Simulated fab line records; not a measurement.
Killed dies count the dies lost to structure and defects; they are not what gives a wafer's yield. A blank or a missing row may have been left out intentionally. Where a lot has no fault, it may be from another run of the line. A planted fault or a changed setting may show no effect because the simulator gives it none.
Check for tools in common + flow gf180mcu + Sampled: 15 lots, 45 wafers

== WHY IT WAS OPENED ==
3 of 15 lots carry a flag on the reading NWELL_TW at GF_NWELL_TW_MEAS_11. Fault-free wafers read 1560, with a standard deviation of 13.
Rule: a lot is flagged in two cases, either no wafer of it has a number, or all its wafers with numbers fall more than 4 standard deviations from that mean. The other lots count as sound.

| lot  | measured    | on            | NWELL_TW, wafer by wafer | flag    |
|------|-------------|---------------|--------------------------|---------|
| L714 | day 3 08:49 | film-metro-03 | 1574 1581 1579           |         |
| L715 | day 3 13:02 | film-metro-01 | 1556 1554 1552           |         |
| L716 | day 3 20:39 | film-metro-02 | 1538 1541 1535           |         |
| L717 | day 3 23:10 | film-metro-02 | 1549 1540 1542           |         |
| L719 | day 4 11:17 | film-metro-01 | 1567 1567 1553           |         |
| L720 | day 4 17:40 | film-metro-01 | 1560 1569 1563           |         |
| L721 | day 5 04:36 | film-metro-02 | 1545 1548 1546           |         |
| L723 | day 5 11:17 | film-metro-02 | 1550 1549 1556           |         |
| L728 | day 6 17:50 | film-metro-02 | 30 29 30                 | FLAGGED |
| L727 | day 6 18:11 | film-metro-02 | 30 30 29                 | FLAGGED |
| L730 | day 7 03:42 | film-metro-01 | 30 30 30                 | FLAGGED |
| L729 | day 7 03:50 | film-metro-02 | 1545 1551 1554           |         |
| L735 | day 8 03:14 | film-metro-02 | 1553 1550 1562           |         |
| L736 | day 8 08:51 | film-metro-02 | 1548 1557 1546           |         |
| L737 | day 8 13:38 | film-metro-01 | 1556 1556 1561           |         |
Averaged over the flagged lots the numbers come to 30, -1530 from the usual (-99 or more standard deviations).

== WHICH TOOL RAN EACH LOT ==
3 process steps preceding the reading are held in the record, out of 602 steps in the route. Read each cell as the tool, then ch plus the chambers that the sampled wafers visited, then the start.
| lot  | flag    | GF_STI_SOFTBAKE_08               | GF_DNWELL_STRIP_08                  | GF_NWELL_STRIP_10                   |
|------|---------|----------------------------------|-------------------------------------|-------------------------------------|
| L714 |         | litho-track-01 ch 0, day 1 20:05 | plasma-asher-01 ch 0,1, day 2 19:47 | plasma-asher-02 ch 0,1, day 3 08:44 |
| L715 |         | litho-track-03 ch 0, day 2 01:01 | plasma-asher-04 ch 0,1, day 3 00:04 | plasma-asher-02 ch 0,1, day 3 12:56 |
| L716 |         | litho-track-01 ch 0, day 2 08:01 | plasma-asher-02 ch 0,1, day 3 07:34 | plasma-asher-02 ch 0,1, day 3 20:33 |
| L717 |         | litho-track-02 ch 0, day 2 10:35 | plasma-asher-01 ch 0,1, day 3 10:16 | plasma-asher-02 ch 0,1, day 3 23:03 |
| L719 |         | litho-track-01 ch 0, day 2 22:04 | plasma-asher-01 ch 0,1, day 3 21:46 | plasma-asher-02 ch 0,1, day 4 11:11 |
| L720 |         | litho-track-01 ch 0, day 3 02:28 | plasma-asher-01 ch 0,1, day 4 04:53 | plasma-asher-02 ch 0,1, day 4 17:35 |
| L721 |         | litho-track-03 ch 0, day 3 06:23 | plasma-asher-01 ch 0,1, day 4 14:37 | plasma-asher-03 ch 0,1, day 5 04:29 |
| L723 |         | litho-track-01 ch 0, day 3 17:13 | plasma-asher-04 ch 0,1, day 4 21:22 | plasma-asher-03 ch 0,1, day 5 11:11 |
| L728 | FLAGGED | litho-track-03 ch 0, day 4 18:34 | plasma-asher-02 ch 0,1, day 6 02:49 | plasma-asher-01 ch 0,1, day 6 17:44 |
| L727 | FLAGGED | litho-track-02 ch 0, day 4 18:13 | plasma-asher-04 ch 0,1, day 6 03:10 | plasma-asher-02 ch 0,1, day 6 18:05 |
| L730 | FLAGGED | litho-track-03 ch 0, day 5 04:55 | plasma-asher-01 ch 0,1, day 6 11:19 | plasma-asher-03 ch 0,1, day 7 03:36 |
| L729 |         | litho-track-03 ch 0, day 5 00:37 | plasma-asher-04 ch 0,1, day 6 11:40 | plasma-asher-01 ch 0,1, day 7 03:44 |
| L735 |         | litho-track-03 ch 0, day 6 05:40 | plasma-asher-01 ch 0,1, day 7 10:45 | plasma-asher-03 ch 0,1, day 8 03:08 |
| L736 |         | litho-track-02 ch 0, day 6 11:29 | plasma-asher-01 ch 1, day 7 15:39   | plasma-asher-03 ch 1, day 8 08:44   |
| L737 |         | litho-track-01 ch 0, day 6 16:57 | plasma-asher-01 ch 0,1, day 7 20:34 | plasma-asher-01 ch 0,1, day 8 13:32 |
What these steps do:
- GF_STI_SOFTBAKE_08: time 61.72 s.
- GF_DNWELL_STRIP_08: strips in O2/N2.
- GF_NWELL_STRIP_10: strips in O2/N2.
- GF_NWELL_TW_MEAS_11

== FLAGGED AGAINST TOTAL, ONE TOOL AT A TIME (gauges that did the reading follow at the end) ==
| step                | tool            | lots run | flagged | share of the flagged lots | sound lots run after its first flagged lot |
|---------------------|-----------------|----------|---------|---------------------------|--------------------------------------------|
| GF_STI_SOFTBAKE_08  | litho-track-01  | 6        | 0       | none                      | -                                          |
| GF_STI_SOFTBAKE_08  | litho-track-02  | 3        | 1       | some                      | 1 (L736)                                   |
| GF_STI_SOFTBAKE_08  | litho-track-03  | 6        | 2       | some                      | 2 (L729,L735)                              |
| GF_DNWELL_STRIP_08  | plasma-asher-01 | 9        | 1       | some                      | 3 (L735,L736,L737)                         |
| GF_DNWELL_STRIP_08  | plasma-asher-02 | 2        | 1       | some                      | 0                                          |
| GF_DNWELL_STRIP_08  | plasma-asher-04 | 4        | 1       | some                      | 1 (L729)                                   |
| GF_NWELL_STRIP_10   | plasma-asher-01 | 3        | 1       | some                      | 2 (L729,L737)                              |
| GF_NWELL_STRIP_10   | plasma-asher-02 | 7        | 1       | some                      | 0                                          |
| GF_NWELL_STRIP_10   | plasma-asher-03 | 5        | 1       | some                      | 2 (L735,L736)                              |
| GF_NWELL_TW_MEAS_11 | film-metro-01   | 5        | 1       | some                      | 1 (L737)                                   |
| GF_NWELL_TW_MEAS_11 | film-metro-02   | 9        | 2       | some                      | 3 (L729,L735,L736)                         |
| GF_NWELL_TW_MEAS_11 | film-metro-03   | 1        | 0       | none                      | -                                          |

== THE TABLE: WHAT IT ALLOWS ==
No row of the table ran every flagged lot.

== WHAT THE SIMULATOR HAD INSERTED ==
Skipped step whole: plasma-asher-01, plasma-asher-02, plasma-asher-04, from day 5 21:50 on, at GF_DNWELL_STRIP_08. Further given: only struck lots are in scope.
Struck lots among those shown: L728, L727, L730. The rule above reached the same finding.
